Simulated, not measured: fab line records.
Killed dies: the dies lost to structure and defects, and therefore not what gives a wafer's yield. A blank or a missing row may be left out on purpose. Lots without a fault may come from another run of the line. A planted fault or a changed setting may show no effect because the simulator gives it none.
Which tool did it? | flow sky130 | 10 lots with 30 wafers sampled at 4 steps, on a route of 708 steps

== WHAT THE GAUGES SHOWED, per wafer ==
SKY_LI_CONTACT_RS_MEAS_22: measurement is done with a four-point probe.
lot  | measured     | on            | LI_CONTACT_W_RS (ohm/sq)
L487 | day 29 04:02 | film_metro-01 | 0.284 0.286 0.283
L488 | day 30 01:07 | film_metro-04 | 0.297 0.293 0.293
L493 | day 31 18:50 | film_metro-04 | 0.296 0.294 0.291
L494 | day 32 05:51 | film_metro-02 | 0.292 0.260 0.262 0.291 0.260 0.263
L496 | day 32 22:17 | film_metro-04 | 0.289 0.289 0.290
L504 | day 36 04:18 | film_metro-02 | 0.288 0.292 0.286
L507 | day 36 18:13 | film_metro-02 | 0.285 0.288 0.290
L509 | day 36 22:01 | film_metro-01 | 0.289 0.289 0.290
L508 | day 37 01:54 | film_metro-01 | 0.291 0.294 0.288
L510 | day 37 04:59 | film_metro-02 | 0.288 0.286 0.288

== WHAT TOOL EACH LOT RAN ON (gives the tool, then ch and the chambers of the sampled wafers, and finally the start) ==
lot  | SKY_LDD_HVN_STRIP_09                 | SKY_LDD_HVP_STRIP_09                 | SKY_LI_CONTACT_CVD_21
L487 | plasma_asher-01 ch 0,1, day 20 04:22 | plasma_asher-02 ch 0,1, day 21 09:52 | cvd_w-02 ch 0,1, day 29 03:55
L488 | plasma_asher-03 ch 0,1, day 21 00:43 | plasma_asher-04 ch 0,1, day 22 07:35 | cvd_w-01 ch 0,1, day 30 00:59
L493 | plasma_asher-04 ch 0, day 23 00:04   | plasma_asher-02 ch 0,1, day 24 06:35 | cvd_w-01 ch 0,1, day 31 18:41
L494 | plasma_asher-01 ch 0,1, day 23 12:18 | plasma_asher-03 ch 0,1, day 24 18:52 | cvd_w-01 ch 0,1, day 32 05:44
L496 | plasma_asher-03 ch 0,1, day 24 06:40 | plasma_asher-04 ch 0,1, day 25 12:58 | cvd_w-02 ch 0,1, day 32 22:08
L504 | plasma_asher-03 ch 0,1, day 27 22:52 | plasma_asher-02 ch 0,1, day 29 04:28 | cvd_w-02 ch 1, day 36 04:03
L507 | plasma_asher-01 ch 0,1, day 28 11:49 | plasma_asher-03 ch 0,1, day 29 16:13 | cvd_w-02 ch 0,1, day 36 18:04
L509 | plasma_asher-03 ch 0,1, day 28 17:34 | plasma_asher-04 ch 0,1, day 29 22:52 | cvd_w-02 ch 0,1, day 36 21:53
L508 | plasma_asher-04 ch 0,1, day 28 19:51 | plasma_asher-04 ch 0,1, day 30 00:06 | cvd_w-01 ch 0,1, day 37 01:46
L510 | plasma_asher-01 ch 0, day 29 02:46   | plasma_asher-03 ch 0,1, day 30 06:56 | cvd_w-02 ch 1, day 37 04:50
- SKY_LDD_HVN_STRIP_09: strips in O2/N2.
- SKY_LDD_HVP_STRIP_09: strips in O2/N2.
- SKY_LI_CONTACT_CVD_21: deposits W, target thk 400 nm, time 120.56 s.

== THE ANSWER, worked out from the rows above alone ==
Rule: the usual values come from the lots themselves. Put in order of their means at a reading, lots are off if they are a third of the lots or fewer, leave a main group of 4 or more, and stand apart from it by a gap of 3 or more times the standard deviation of the main group's means; of several such gaps the widest counts. The tables above print the reading to a certain number of digits; a main group whose means all agree to those digits is not used. Also off: a lot with no number at a reading for which 4 or more lots have one. All remaining lots with rows at the step are treated as sound.
Off: L494, seen at SKY_LI_CONTACT_RS_MEAS_22 (LI_CONTACT_W_RS). The main group: mean 0.290 ohm/sq, standard deviation 0.003.
If a tool, at a process step before that reading, ran all the lots that are off and no sound lot after the first of them, it fits. The gauges at SKY_LI_CONTACT_RS_MEAS_22 are tried like those tools. None of those tried fits.

== WHAT THE SIMULATOR HAD PUT IN ==
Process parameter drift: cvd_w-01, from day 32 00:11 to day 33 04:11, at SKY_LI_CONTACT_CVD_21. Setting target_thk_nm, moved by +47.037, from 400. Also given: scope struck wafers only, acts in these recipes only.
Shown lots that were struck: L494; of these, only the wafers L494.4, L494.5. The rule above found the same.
